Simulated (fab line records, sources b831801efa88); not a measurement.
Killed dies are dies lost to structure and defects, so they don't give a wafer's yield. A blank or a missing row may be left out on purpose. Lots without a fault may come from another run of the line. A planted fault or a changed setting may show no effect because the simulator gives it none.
Which tool did it? | flow gf180mcu | 12 lots, 36 wafers sampled, at 5 steps of a route of 602

WHAT THE GAUGES READ, wafer by wafer
GF_HV_LDD_CD_MEAS_19: target cd 400 nm.
lot  | measured     | on        | cd_nm (nm)
L298 | day 10 14:34 | cd_sem-02 | 393.6 393.3 393.5
L299 | day 10 22:01 | cd_sem-02 | 396.5 394.9 397.0
L301 | day 11 15:25 | cd_sem-02 | 391.6 392.9 392.0
L302 | day 11 21:34 | cd_sem-02 | 398.0 397.0 397.4
L304 | day 12 17:46 | cd_sem-01 | 391.3 394.4 394.0
L307 | day 13 14:55 | cd_sem-01 | 392.1 393.6 390.6
L308 | day 14 00:52 | cd_sem-01 | 391.0 390.1 390.7
L309 | day 14 05:44 | cd_sem-01 | 392.9 395.1 392.6
L310 | day 14 12:16 | cd_sem-01 | 394.4 392.1 393.4
L311 | day 14 21:25 | cd_sem-02 | 394.8 392.2 394.0
L318 | day 17 04:01 | cd_sem-02 | - - -
L319 | day 17 13:40 | cd_sem-01 | - - -

GF_HV_LDD_TW_MEAS_38.
lot  | measured     | on            | HV_LDD_3_TW
L298 | day 11 10:04 | film_metro-03 | 1453 1450 1460
L299 | day 11 17:42 | film_metro-03 | 1460 1459 1459
L301 | day 12 11:49 | film_metro-01 | 1439 1438 1437
L302 | day 12 18:19 | film_metro-04 | 1463 1462 1462
L304 | day 13 13:55 | film_metro-04 | 1469 1474 1471
L307 | day 14 12:10 | film_metro-03 | 1451 1468 1456
L308 | day 14 22:34 | film_metro-01 | 1437 1450 1449
L309 | day 15 02:59 | film_metro-01 | 1450 1450 1443
L310 | day 15 08:58 | film_metro-04 | 1481 1482 1482
L311 | day 15 19:28 | film_metro-01 | 1447 1444 1445
L318 | day 18 04:13 | film_metro-03 | 1616 1617 1614 1609 1623 1621
L319 | day 18 14:01 | film_metro-01 | 1591 1598 1608 1599 1594 1599

GF_HV_LDD_TW_MEAS_50.
lot  | measured     | on            | HV_LDD_4_TW
L298 | day 12 05:01 | film_metro-04 | 577 582 579
L299 | day 12 12:51 | film_metro-03 | 579 582 581
L301 | day 13 07:52 | film_metro-01 | 576 575 567
L302 | day 13 13:46 | film_metro-03 | 577 578 579
L304 | day 14 10:49 | film_metro-04 | 588 586 589
L307 | day 15 08:01 | film_metro-04 | 587 587 585
L308 | day 15 19:52 | film_metro-01 | 573 575 572
L309 | day 16 01:10 | film_metro-01 | 569 572 572
L310 | day 16 07:10 | film_metro-01 | 574 572 574
L311 | day 16 17:50 | film_metro-01 | 574 571 573
L318 | day 19 04:46 | film_metro-01 | 1102 1105 1105 1098 1100 1101
L319 | day 19 15:04 | film_metro-01 | 1099 1101 1096 1095 1101 1106

GF_NSD_OVL_MEAS_08.
lot  | measured     | on         | NSD_OVL (nm)
L298 | day 13 04:11 | overlay-01 | 0.9 -2.3 -2.8
L299 | day 13 12:36 | overlay-02 | 2.5 -1.2 -0.7
L301 | day 14 07:30 | overlay-01 | 0.6 2.1 -0.2
L302 | day 14 13:09 | overlay-02 | -1.0 -0.8 1.1
L304 | day 15 11:12 | overlay-01 | -0.3 0.3 1.0
L307 | day 16 08:48 | overlay-01 | 0.4 1.2 1.0
L308 | day 16 22:29 | overlay-01 | -1.7 0.9 -0.4
L309 | day 17 03:54 | overlay-02 | 0.2 -0.2 1.4
L310 | day 17 09:50 | overlay-01 | -0.4 -0.3 0.9
L311 | day 17 20:11 | overlay-01 | -0.8 -0.2 -0.8

WHICH TOOL RAN EACH LOT (tool, then ch and the chambers of the sampled wafers, then the start)
lot  | GF_HV_LDD_COAT_14
L298 | litho_track-04 ch 0, day 10 05:46
L299 | litho_track-04 ch 0, day 10 12:44
L301 | litho_track-02 ch 0, day 11 05:49
L302 | litho_track-03 ch 0, day 11 12:07
L304 | litho_track-04 ch 0, day 12 07:37
L307 | litho_track-03 ch 0, day 13 04:58
L308 | litho_track-02 ch 0, day 13 14:25
L309 | litho_track-04 ch 0, day 13 19:17
L310 | litho_track-04 ch 0, day 14 01:55
L311 | litho_track-03 ch 0, day 14 10:43
L318 | litho_track-04, day 16 16:31
L319 | litho_track-04, day 17 01:55
- GF_HV_LDD_COAT_14: resist thk 1000 nm.

WHAT THE TOOLS THEMSELVES READ (means of the sampled wafers that have a number; where no wafer has one, the mark that the record gives instead)
GF_HV_LDD_COAT_14.
lot  | tool           | chill_plate_temp_C (C) | dispense_pressure_kPa (kPa)
L298 | litho_track-04 | 22.96                  | 49.0
L299 | litho_track-04 | 22.85                  | 49.0
L301 | litho_track-02 | 22.90                  | 47.6
L302 | litho_track-03 | 22.90                  | 51.4
L304 | litho_track-04 | 23.00                  | 49.0
L307 | litho_track-03 | 23.09                  | 51.4
L308 | litho_track-02 | 23.02                  | 47.7
L309 | litho_track-04 | 23.16                  | 49.0
L310 | litho_track-04 | 22.89                  | 49.0
L311 | litho_track-03 | 22.95                  | 51.4
L318 | litho_track-04 | -                      | -
L319 | litho_track-04 | -                      | -

THE ANSWER, worked out from the rows above alone
Rule: what is usual is taken from the lots themselves. Put in order of their means at a reading, lots are off if they are a third of the lots or fewer, leave a main group of 4 or more, and stand apart from it by a gap of 3 or more times the standard deviation of the main group's means; of several such gaps the widest counts. A main group whose means are all the same, to the digits that the tables above print for the reading, isn't used. A lot without any number at a reading at which 4 lots or more have one is off too. The other lots that the step has rows for count as sound. The gauges are gone through in route order, then the tools' own readings, and for those a lot's mean is taken as printed above. The first step at which some lot is off is used, and at that step the reading that is off furthest; a lot without a number counts as furthest.
Off: L318, L319, at GF_HV_LDD_CD_MEAS_19 (cd_nm). Without a number there: L318, L319. The main group: mean 393.6 nm, standard deviation 1.9.
A tool fits if, at a process step before that reading, it ran every lot that is off, and no sound lot after the first of them. The gauges at GF_HV_LDD_CD_MEAS_19 aren't tried: what is off there is off at GF_HV_LDD_TW_MEAS_38 too, on other tools, and a gauge's error can't cause that. One fits: litho_track-04 at GF_HV_LDD_COAT_14. Its last sound lot is L310 (day 14 01:55), its first lot that is off L318 (day 16 16:31): a fault that began between those two fits.
Blank at GF_HV_LDD_COAT_14 on the lots that are off, where sound lots have numbers: chill_plate_temp_C, dispense_pressure_kPa.

WHAT THE SIMULATOR HAD PUT IN
Skipped step whole: litho_track-04, from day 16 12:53 on, at GF_HV_LDD_COAT_14. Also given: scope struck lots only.
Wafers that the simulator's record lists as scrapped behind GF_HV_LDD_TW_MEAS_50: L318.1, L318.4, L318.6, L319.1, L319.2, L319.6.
Lots struck among those shown: L318, L319. The rule above found the same.
